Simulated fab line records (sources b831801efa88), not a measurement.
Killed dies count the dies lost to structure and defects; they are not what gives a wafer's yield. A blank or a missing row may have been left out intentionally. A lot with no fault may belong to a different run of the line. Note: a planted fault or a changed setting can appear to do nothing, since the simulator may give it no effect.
fab line records + flow sky130
record
- lots=11
- wafers=33
- lastDay=50
route steps=708 shown SD_P@359 LI_CONTACT@381 CONTACT@421 METAL3@558 PAD_OPEN@708
lots that met no fault: taken from a fault-free run of the same line
startH: hours from the record's first day to the start of the lot's first wafer shown + waitH: time in hours since the lot's previous step + " repeats the value in the row above + L1.1+2: a single row standing in for several wafers + - no value, or no start was given + * or withheld: withheld + < > ~ a bound
route shown NAME@n: names a module that has steps shown in the file, with the first one's number in the route + usual: mean and standard deviation over wafers with no fault + same: alike in all rows + chamber/n: place in a boat + sites: per-site readings + _std_site: standard deviation of those values + _edge_site: mean of outer sites minus mean of inner sites + radiusMm: for every site, how far away it sits from the centre of the wafer + mask NAME#n: copy n + behind: the tool/chamber that last shaped the wafer + hold: the reason the lot was held/the length of the hold in hours/how it ended + device: transistor that didn't switch, given as n, p or np + end of line: at the end of the route, the tests of the same wafers + a step with no rows: only its recipe + killed: dies that structure and defects cost at the first sort, which is not the same as the wafer's yield + map: a wafer's dies, marking killed ones x, the rest . and places with no die _
set.NAME: the run value of the setting; set.NAME@STEP: its run value at that earlier step + model.NAME: the simulator's own value behind a step, which no gauge read
steps of the route over a sample of lots; a table a step, a row a wafer
services: when a tool's chamber went out of use (startH, in hours from the record's first day, below 0 if earlier), for how many hours, and the reason
## steps
# step SKY_SD_N_RS_MEAS_17
# recipe
- thkMeasGauge=four-point-probe
# usual
- SD_P_RS=147.2/0.34
| lot.wafer | tool         | chamber | startH | waitH | SD_P_RS[ohm/sq] |
|-----------|--------------|---------|--------|-------|-----------------|
| L384.1    | filmMetro-03 | -       | 669.24 | 0.1   | 146.8           |
| L384.5    | "            | -       | "      | "     | 147.2           |
| L384.6    | "            | -       | "      | "     | 147.3           |
| L385.1    | filmMetro-04 | -       | 675.52 | 0.1   | 147.4           |
| L385.3    | "            | -       | "      | "     | 147.4           |
| L385.5    | "            | -       | "      | "     | 147.2           |
| L387.1    | filmMetro-02 | -       | 695.33 | 0.1   | 147.6           |
| L387.2    | "            | -       | "      | "     | 147.7           |
| L387.4    | "            | -       | "      | "     | 147.5           |
| L391.2    | filmMetro-02 | -       | 727.37 | 0.1   | 147.1           |
| L391.3    | "            | -       | "      | "     | 147.6           |
| L391.6    | "            | -       | "      | "     | 147.6           |
| L394.1    | filmMetro-02 | -       | 744.35 | 0.1   | 146.9           |
| L394.2    | "            | -       | "      | "     | 146.8           |
| L394.3    | "            | -       | "      | "     | 147.2           |
| L393.2    | filmMetro-03 | -       | 750.97 | 0.1   | 146.9           |
| L393.3    | "            | -       | "      | "     | 147.1           |
| L393.4    | "            | -       | "      | "     | 146.5           |
| L395.1    | filmMetro-03 | -       | 753.35 | 0.1   | 147.7           |
| L395.2    | "            | -       | "      | "     | 146.7           |
| L395.3    | "            | -       | "      | "     | 146.9           |
| L397.1    | filmMetro-02 | -       | 789.29 | 0.1   | 147.4           |
| L397.2    | "            | -       | "      | "     | 147.5           |
| L397.5    | "            | -       | "      | "     | 147.1           |
| L398.1    | filmMetro-02 | -       | 816.95 | 0.1   | 147.4           |
| L398.3    | "            | -       | "      | "     | 147.1           |
| L398.6    | "            | -       | "      | "     | 147.5           |
| L400.1    | filmMetro-04 | -       | 817.52 | 0.1   | 146.5           |
| L400.4    | "            | -       | "      | "     | 147.3           |
| L400.6    | "            | -       | "      | "     | 147.3           |
| L402.3    | filmMetro-02 | -       | 818.04 | 0.1   | 147.2           |
| L402.4    | "            | -       | "      | "     | 147.0           |
| L402.5    | "            | -       | "      | "     | 146.6           |
# step SKY_LI_CONTACT_SPUTTER_19
# recipe
- material=Ti
- targetThkNm=20
- chamberPressurePa=5
- powerW=2500
- substrateTempC=200
- timeS=106.37
# usual
- cathodeDcPowerW=2499.9/0.43
- throttleValvePct=29.7/1.4
| lot.wafer | tool          | chamber | startH | waitH | cathodeDcPowerW | throttleValvePct |
|-----------|---------------|---------|--------|-------|-----------------|------------------|
| L384.1    | pvdSputter-01 | -       | 698.36 | 0.0   | 2500.2          | 29.6             |
| L384.5    | "             | -       | "      | "     | 2500.2          | 29.6             |
| L384.6    | "             | -       | "      | "     | 2500.3          | 31.3             |
| L385.1    | pvdSputter-04 | -       | 703.50 | 0.0   | 2499.6          | 29.8             |
| L385.3    | "             | -       | "      | "     | 2499.5          | 31.6             |
| L385.5    | "             | -       | "      | "     | 2499.8          | 28.1             |
| L387.1    | pvdSputter-01 | -       | 723.96 | 0.0   | 2499.9          | 29.6             |
| L387.2    | "             | -       | "      | "     | 2499.9          | 29.7             |
| L387.4    | "             | -       | "      | "     | 2499.5          | 31.3             |
| L391.2    | pvdSputter-03 | -       | 755.44 | 0.0   | 2500.1          | 29.5             |
| L391.3    | "             | -       | "      | "     | 2499.9          | 29.0             |
| L391.6    | "             | -       | "      | "     | 2499.9          | 27.3             |
| L394.1    | pvdSputter-01 | -       | 772.50 | 0.0   | 2499.9          | 29.5             |
| L394.2    | "             | -       | "      | "     | 2499.7          | 29.6             |
| L394.3    | "             | -       | "      | "     | 2499.6          | 31.4             |
| L393.2    | pvdSputter-01 | -       | 779.62 | 0.0   | 2500.2          | 29.7             |
| L393.3    | "             | -       | "      | "     | 2500.0          | 31.4             |
| L393.4    | "             | -       | "      | "     | 2500.5          | 32.6             |
| L395.1    | pvdSputter-03 | -       | 781.17 | 0.0   | 2500.6          | 27.6             |
| L395.2    | "             | -       | "      | "     | 2500.5          | 28.7             |
| L395.3    | "             | -       | "      | "     | 2499.5          | 29.3             |
| L397.1    | pvdSputter-03 | -       | 817.31 | 0.0   | 2499.8          | 29.2             |
| L397.2    | "             | -       | "      | "     | 2499.7          | 27.4             |
| L397.5    | "             | -       | "      | "     | 2499.3          | 29.5             |
| L398.1    | pvdSputter-03 | -       | 845.12 | 0.0   | 2499.9          | 29.4             |
| L398.3    | "             | -       | "      | "     | 2499.9          | 27.3             |
| L398.6    | "             | -       | "      | "     | 2499.7          | 27.4             |
| L400.1    | pvdSputter-01 | -       | 845.47 | 0.0   | 2500.1          | 32.8             |
| L400.4    | "             | -       | "      | "     | 2500.4          | 29.7             |
| L400.6    | "             | -       | "      | "     | 2500.3          | 32.7             |
| L402.3    | pvdSputter-01 | -       | 846.45 | 0.0   | 2499.0          | 32.8             |
| L402.4    | "             | -       | "      | "     | 2500.2          | 29.5             |
| L402.5    | "             | -       | "      | "     | 2500.4          | 29.8             |
# step SKY_CONTACT_OVL_MEAS_15
# usual
- CONTACT_OVL=-5/4.2
| lot.wafer | tool       | chamber | startH | waitH | CONTACT_OVL[nm] |
|-----------|------------|---------|--------|-------|-----------------|
| L384.1    | overlay-02 | -       | 754.65 | 0.1   | -8              |
| L384.5    | "          | -       | "      | "     | -2              |
| L384.6    | "          | -       | "      | "     | -3              |
| L385.1    | overlay-02 | -       | 762.03 | 0.1   | 3               |
| L385.3    | "          | -       | "      | "     | -2              |
| L385.5    | "          | -       | "      | "     | 0               |
| L387.1    | overlay-02 | -       | 780.00 | 0.1   | -3              |
| L387.2    | "          | -       | "      | "     | 0               |
| L387.4    | "          | -       | "      | "     | -1              |
| L391.2    | overlay-01 | -       | 811.76 | 0.1   | -7              |
| L391.3    | "          | -       | "      | "     | -7              |
| L391.6    | "          | -       | "      | "     | -5              |
| L394.1    | overlay-02 | -       | 827.48 | 0.1   | -7              |
| L394.2    | "          | -       | "      | "     | -8              |
| L394.3    | "          | -       | "      | "     | -10             |
| L393.2    | overlay-01 | -       | 834.96 | 0.1   | -1              |
| L393.3    | "          | -       | "      | "     | -9              |
| L393.4    | "          | -       | "      | "     | -9              |
| L395.1    | overlay-01 | -       | 836.69 | 0.1   | -12             |
| L395.2    | "          | -       | "      | "     | -4              |
| L395.3    | "          | -       | "      | "     | -11             |
| L397.1    | overlay-02 | -       | 872.54 | 0.1   | 3               |
| L397.2    | "          | -       | "      | "     | -4              |
| L397.5    | "          | -       | "      | "     | 3               |
| L398.1    | overlay-02 | -       | 900.54 | 0.1   | -3              |
| L398.3    | "          | -       | "      | "     | -3              |
| L398.6    | "          | -       | "      | "     | -8              |
| L400.1    | overlay-02 | -       | 901.44 | 0.1   | -13             |
| L400.4    | "          | -       | "      | "     | -6              |
| L400.6    | "          | -       | "      | "     | -15             |
| L402.3    | overlay-02 | -       | 902.16 | 0.1   | 1               |
| L402.4    | "          | -       | "      | "     | -5              |
| L402.5    | "          | -       | "      | "     | -5              |
# step SKY_METAL3_COAT_08
# recipe
- resist=KrF-thick
- spinRpm=3000
- resistThkNm=1154
# usual
- exhaustPa=45.0/0.88
- spinSpeedRpm=3000.0/2.1
| lot.wafer | tool          | chamber | startH | waitH | exhaustPa | spinSpeedRpm |
|-----------|---------------|---------|--------|-------|-----------|--------------|
| L384.1    | lithoTrack-02 | 0       | 908    | -     | 44.6      | 2999.9       |
| L384.5    | "             | 0       | "      | "     | 45.4      | 3001.1       |
| L384.6    | "             | 0       | "      | "     | 44.5      | 2997.2       |
| L385.1    | lithoTrack-03 | 0       | 916    | -     | 45.5      | 3000.9       |
| L385.3    | "             | 0       | "      | "     | 46.2      | 2997.1       |
| L385.5    | "             | 0       | "      | "     | 45.8      | 2998.6       |
| L387.1    | lithoTrack-03 | 0       | 929    | -     | 44.7      | 3003.1       |
| L387.2    | "             | 0       | "      | "     | 45.3      | 3000.0       |
| L387.4    | "             | 0       | 930    | -     | 45.5      | 3006.0       |
| L391.2    | lithoTrack-01 | 0       | 959    | -     | 44.8      | 2999.5       |
| L391.3    | "             | 0       | "      | "     | 46.4      | 3001.5       |
| L391.6    | "             | 0       | 960    | -     | 45.3      | 3002.7       |
| L394.1    | lithoTrack-03 | 0       | 977    | -     | 44.6      | 2881.4       |
| L394.2    | "             | 0       | "      | "     | 44.1      | 2881.3       |
| L394.3    | "             | 0       | "      | "     | 43.6      | 2882.5       |
| L393.2    | lithoTrack-02 | 0       | 980    | -     | 44.5      | 2999.2       |
| L393.3    | "             | 0       | "      | "     | 44.1      | 3002.0       |
| L393.4    | "             | 0       | "      | "     | 44.6      | 3002.1       |
| L395.1    | lithoTrack-01 | 0       | 981    | -     | 46.3      | 2997.1       |
| L395.2    | "             | 0       | "      | "     | 45.8      | 2993.9       |
| L395.3    | "             | 0       | "      | "     | 47.0      | 2996.4       |
| L397.1    | lithoTrack-03 | 0       | 1015   | -     | 45.7      | 2884.7       |
| L397.2    | "             | 0       | "      | "     | 46.2      | 2881.7       |
| L397.5    | "             | 0       | "      | "     | 44.7      | 2882.7       |
| L398.1    | lithoTrack-01 | 0       | 1038   | -     | 44.4      | 3000.7       |
| L398.3    | "             | 0       | "      | "     | 45.2      | 2998.4       |
| L398.6    | "             | 0       | "      | "     | 44.3      | 2996.7       |
| L400.1    | lithoTrack-02 | 0       | 1039   | -     | 44.8      | 2997.1       |
| L400.4    | "             | 0       | "      | "     | 45.0      | 3001.1       |
| L400.6    | "             | 0       | "      | "     | 45.6      | 3001.5       |
| L402.3    | lithoTrack-01 | 0       | 1040   | -     | 44.8      | 2998.5       |
| L402.4    | "             | 0       | "      | "     | 45.2      | 2997.4       |
| L402.5    | "             | 0       | "      | "     | 44.5      | 3000.2       |
# step SKY_METAL3_STRIP_19
# recipe
- chemistry=O2/N2
- powerW=1400
- pressureMtorr=1500
- platenTempC=withheld
- o2FlowSccm=3000
- n2FlowSccm=300
- overashFraction=0.5
# usual
- drypumpMotorCurrentA=5.7/0.38
- oesProductAu=0.511/0.0056
- stripTimeToEndpointS=6.73/0.068
| lot.wafer | tool           | chamber | startH  | waitH | drypumpMotorCurrentA | oesProductAu | rfHoursCounterH | stripTimeToEndpointS |
|-----------|----------------|---------|---------|-------|----------------------|--------------|-----------------|----------------------|
| L384.1    | plasmaAsher-03 | 1       | 922.62  | 0.1   | 5.7                  | 0.517        | 107             | 6.74                 |
| L384.5    | "              | 0       | "       | "     | 5.9                  | 0.516        | -               | 6.80                 |
| L384.6    | "              | 1       | "       | "     | 5.8                  | 0.512        | -               | 6.73                 |
| L385.1    | plasmaAsher-02 | 0       | 929.02  | 0.1   | 6.0                  | 0.504        | 83              | 6.77                 |
| L385.3    | "              | 1       | "       | "     | 6.0                  | 0.507        | -               | 6.78                 |
| L385.5    | "              | 0       | "       | "     | 6.0                  | 0.512        | -               | 6.83                 |
| L387.1    | plasmaAsher-02 | 0       | 943.37  | 0.1   | 6.0                  | 0.508        | 84              | 6.76                 |
| L387.2    | "              | 1       | "       | "     | 6.0                  | 0.511        | 84              | 6.70                 |
| L387.4    | "              | 0       | "       | "     | 6.0                  | 0.510        | -               | 6.73                 |
| L391.2    | plasmaAsher-03 | 0       | 973.17  | 0.1   | 5.9                  | 0.513        | 112             | 6.74                 |
| L391.3    | "              | 1       | "       | "     | 5.8                  | 0.507        | -               | 6.71                 |
| L391.6    | "              | 1       | "       | "     | 5.7                  | 0.507        | -               | 6.71                 |
| L394.1    | plasmaAsher-02 | 0       | 989.24  | 0.1   | 6.0                  | 0.520        | 89              | 7.04                 |
| L394.2    | "              | 1       | "       | "     | 6.0                  | 0.519        | 89              | 7.01                 |
| L394.3    | "              | 0       | "       | "     | 6.0                  | 0.534        | -               | 7.09                 |
| L393.2    | plasmaAsher-03 | 1       | 992.15  | 0.1   | 5.7                  | 0.519        | 113             | 6.81                 |
| L393.3    | "              | 0       | "       | "     | 5.8                  | 0.505        | -               | 6.74                 |
| L393.4    | "              | 1       | "       | "     | 5.7                  | 0.520        | -               | 6.73                 |
| L395.1    | plasmaAsher-01 | 1       | 995.26  | 0.1   | 4.9                  | 0.510        | 23              | 6.78                 |
| L395.2    | "              | 0       | "       | "     | 5.6                  | 0.515        | 23              | 6.83                 |
| L395.3    | "              | 0       | "       | "     | 5.6                  | 0.511        | -               | 6.70                 |
| L397.1    | plasmaAsher-03 | 0       | 1026.85 | 0.1   | 5.9                  | 0.526        | 117             | 7.01                 |
| L397.2    | "              | 1       | "       | "     | 5.8                  | 0.526        | 117             | 6.98                 |
| L397.5    | "              | 0       | "       | "     | 5.9                  | 0.520        | -               | 6.97                 |
| L398.1    | plasmaAsher-02 | 0       | 1050.46 | 0.1   | 6.0                  | 0.512        | 95              | 6.72                 |
| L398.3    | "              | 0       | "       | "     | 6.0                  | 0.516        | -               | 6.77                 |
| L398.6    | "              | 1       | "       | "     | 6.0                  | 0.515        | -               | 6.67                 |
| L400.1    | plasmaAsher-03 | 1       | 1051.42 | 0.1   | 5.8                  | 0.507        | 120             | 6.78                 |
| L400.4    | "              | 0       | "       | "     | 5.8                  | 0.513        | -               | 6.80                 |
| L400.6    | "              | 1       | "       | "     | 5.8                  | 0.515        | -               | 6.79                 |
| L402.3    | plasmaAsher-03 | 0       | 1051.99 | 0.1   | 5.9                  | 0.516        | -               | 6.85                 |
| L402.4    | "              | 1       | "       | "     | 5.7                  | 0.512        | -               | 6.91                 |
| L402.5    | "              | 1       | "       | "     | 5.8                  | 0.523        | -               | 6.95                 |
# step SKY_PAD_OPEN_PROBE_99
# usual
- defectLimitedYield=82.8/1.7
- killed_at_M0_to_M3=43/6.2
- killed_at_M4_up=2.8/1.7
- killedAtContacts=24/4.8
- killedAtFrontEnd=15/4.3
- killedAtOther=0.3/0.55
- killedDies=85/8.4
- killedOpen=46/6.7
- killedShort=38/6.2
- sort_bin_3_pad_short=0.9/0.46
- sort_bin_5_function=10.2/1.3
- sort_bin_6_memory=6.1/0.9
- sortNPass=407/8.4
- sortYieldPct=82.8/1.7
# same
- grossDies=492
- killedAtBackSide=0
- sort_bin_4_leakage[%]=0
- sort_bin_8_speed[%]=0
| lot.wafer | tool      | chamber | startH  | waitH | defectLimitedYield[%] | killed_at_M0_to_M3 | killed_at_M4_up | killedAtContacts | killedAtFrontEnd | killedAtOther | killedDies | killedOpen | killedShort | sort_bin_3_pad_short[%] | sort_bin_5_function[%] | sort_bin_6_memory[%] | sortNPass | sortYieldPct[%] |
|-----------|-----------|---------|---------|-------|-----------------------|--------------------|-----------------|------------------|------------------|---------------|------------|------------|-------------|-------------------------|------------------------|----------------------|-----------|-----------------|
| L393.4    | prober-02 | -       | 1146.21 | 0.2   | 81.5                  | 39                 | 2               | 32               | 16               | 2             | 91         | 56         | 33          | 0.8                     | 11.8                   | 5.9                  | 401       | 81.5            |
# killed by level:class
L393.4 CONTACT:geometricParticle:open=13 VIA1:geometricParticle:open=11 LI_CONTACT:geometricParticle:open=9 FIELD_ISO:geometricParticle:open=7 METAL2:geometricParticle:short=6 VIA2:geometricParticle:open=5 METAL1:geometricParticle:short=5 FIELD_ISO:geometricParticle:short=4
## services
| tool           | chamber | startH  | hours | kind                  |
|----------------|---------|---------|-------|-----------------------|
| plasmaAsher-01 | -       | 733.75  | 9.0   | pm                    |
| plasmaAsher-01 | 0       | 733.75  | 9.0   | ventCycle             |
| plasmaAsher-01 | -       | 742.75  | 2.8   | pm                    |
| plasmaAsher-01 | -       | 751.47  | 0.6   | repair                |
| pvdSputter-04  | -       | 805.84  | 2.1   | repair                |
| plasmaAsher-01 | -       | 807.45  | 15.6  | pm                    |
| pvdSputter-01  | 3       | 832.59  | -     | consumableReplace:kit |
| pvdSputter-01  | 3       | 832.59  | 18.0  | scheduledDown         |
| pvdSputter-01  | 3       | 832.59  | 18.0  | ventCycle             |
| plasmaAsher-01 | -       | 834.36  | 1.3   | repair                |
| pvdSputter-03  | 0       | 839.94  | -     | consumableReplace:kit |
| pvdSputter-03  | 0       | 839.94  | 18.0  | scheduledDown         |
| pvdSputter-03  | 0       | 839.94  | 18.0  | ventCycle             |
| pvdSputter-04  | -       | 846.54  | 6.6   | repair                |
| pvdSputter-03  | -       | 907.18  | 6.7   | repair                |
| plasmaAsher-03 | -       | 952.13  | 2.9   | repair                |
| pvdSputter-03  | -       | 984.20  | 3.6   | repair                |
| pvdSputter-01  | 2       | 985.35  | -     | consumableReplace:kit |
| pvdSputter-01  | 2       | 985.35  | 18.0  | scheduledDown         |
| pvdSputter-01  | 2       | 985.35  | 18.0  | ventCycle             |
| pvdSputter-03  | -       | 986.73  | 3.8   | repair                |
| pvdSputter-03  | 3       | 1024.13 | -     | consumableReplace:kit |
| pvdSputter-03  | 3       | 1024.13 | 18.0  | scheduledDown         |
| pvdSputter-03  | 3       | 1024.13 | 18.0  | ventCycle             |
## key
firstSign
- step=SKY_METAL3_COAT_08
- reading=spinSpeedRpm
- direction=down
- sigmas=56
- usual=3000.0
- struck=2882.4
effect
- step=SKY_METAL3_STRIP_19
- reading=stripTimeToEndpointS
- direction=up
- sigmas=4.1
- usual=*
- struck=*
metAt SKY_METAL3_COAT_08
struckLots L394,L397
notActingAt SKY_SD_N_RS_MEAS_17,SKY_LI_CONTACT_SPUTTER_19,SKY_CONTACT_OVL_MEAS_15
onsetBetween 929 977
fault
- kind=processParameterDrift
- tool=lithoTrack-03
- chamber=-
- onsetH=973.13
- steps=SKY_METAL3_COAT_08
- channel=spinRpm
- offset=-118.21
- shape=step
- endH=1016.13
- actsIn=theseRecipesOnly
- stated=3000
